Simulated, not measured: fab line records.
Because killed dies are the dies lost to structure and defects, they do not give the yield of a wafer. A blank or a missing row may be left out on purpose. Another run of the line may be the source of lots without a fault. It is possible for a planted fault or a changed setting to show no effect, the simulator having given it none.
Which tool was responsible? / flow gf180mcu / 6 lots with 18 wafers sampled at 3 steps, on a route of 602 steps

## WHAT THE GAUGES READ, wafer by wafer
GF_V2_THK_MEAS_01.
lot=L379; measured=day 19 21:58; on=film_metro-03; V2_CVD_00_THK (nm)=594 589 589
lot=L381; measured=day 20 21:57; on=film_metro-02; V2_CVD_00_THK (nm)=594 601 593
lot=L383; measured=day 21 03:58; on=film_metro-01; V2_CVD_00_THK (nm)=591 595 594
lot=L386; measured=day 22 08:01; on=film_metro-02; V2_CVD_00_THK (nm)=595 592 597
lot=L393; measured=day 24 17:26; on=film_metro-03; V2_CVD_00_THK (nm)=597 597 599
lot=L395; measured=day 25 09:43; on=film_metro-01; V2_CVD_00_THK (nm)=600 596 600

## WHICH TOOL RAN EACH LOT (tool, then ch and the chambers of the sampled wafers, then the start)
lot=L379; GF_M1_SPUTTER_00=pvd_sputter-04, day 16 18:51; GF_V1_CVD_02=pecvd-01 ch 1,2, day 17 19:05
lot=L381; GF_M1_SPUTTER_00=pvd_sputter-04, day 17 17:01; GF_V1_CVD_02=pecvd-04 ch 0,1,2, day 18 17:40
lot=L383; GF_M1_SPUTTER_00=pvd_sputter-02, day 17 23:41; GF_V1_CVD_02=pecvd-04 ch 1,2, day 19 00:33
lot=L386; GF_M1_SPUTTER_00=pvd_sputter-04, day 19 04:16; GF_V1_CVD_02=pecvd-04 ch 0,1,2, day 20 05:52
lot=L393; GF_M1_SPUTTER_00=pvd_sputter-04, day 21 17:34; GF_V1_CVD_02=pecvd-04 ch 0,2, day 22 17:29
lot=L395; GF_M1_SPUTTER_00=pvd_sputter-02, day 22 12:07; GF_V1_CVD_02=pecvd-01 ch 0,1,2, day 23 11:50
- GF_M1_SPUTTER_00: material Ti, target thk 37.5 nm, time 150 s.
- GF_V1_CVD_02: deposits SiO2 from TEOS, target thk 850 nm, time 94.851 s.

## THE ANSWER, worked out from the rows above alone
Rule: usual is defined by the lots themselves. Put in order of their means at a reading, lots are off if they are a third of the lots or fewer, leave a main group of 4 or more, and stand apart from it by a gap of 3 or more times the standard deviation of the main group's means; of several such gaps the widest counts. The tables above print the reading to a certain number of digits; a main group whose means all agree to those digits is not used. A lot without any number at a reading at which 4 lots or more have one is off too. Where the step has rows for the other lots, those lots are counted as sound.
No lot is off at any reading shown: from this, nothing can be told.

## WHAT THE SIMULATOR PUT IN
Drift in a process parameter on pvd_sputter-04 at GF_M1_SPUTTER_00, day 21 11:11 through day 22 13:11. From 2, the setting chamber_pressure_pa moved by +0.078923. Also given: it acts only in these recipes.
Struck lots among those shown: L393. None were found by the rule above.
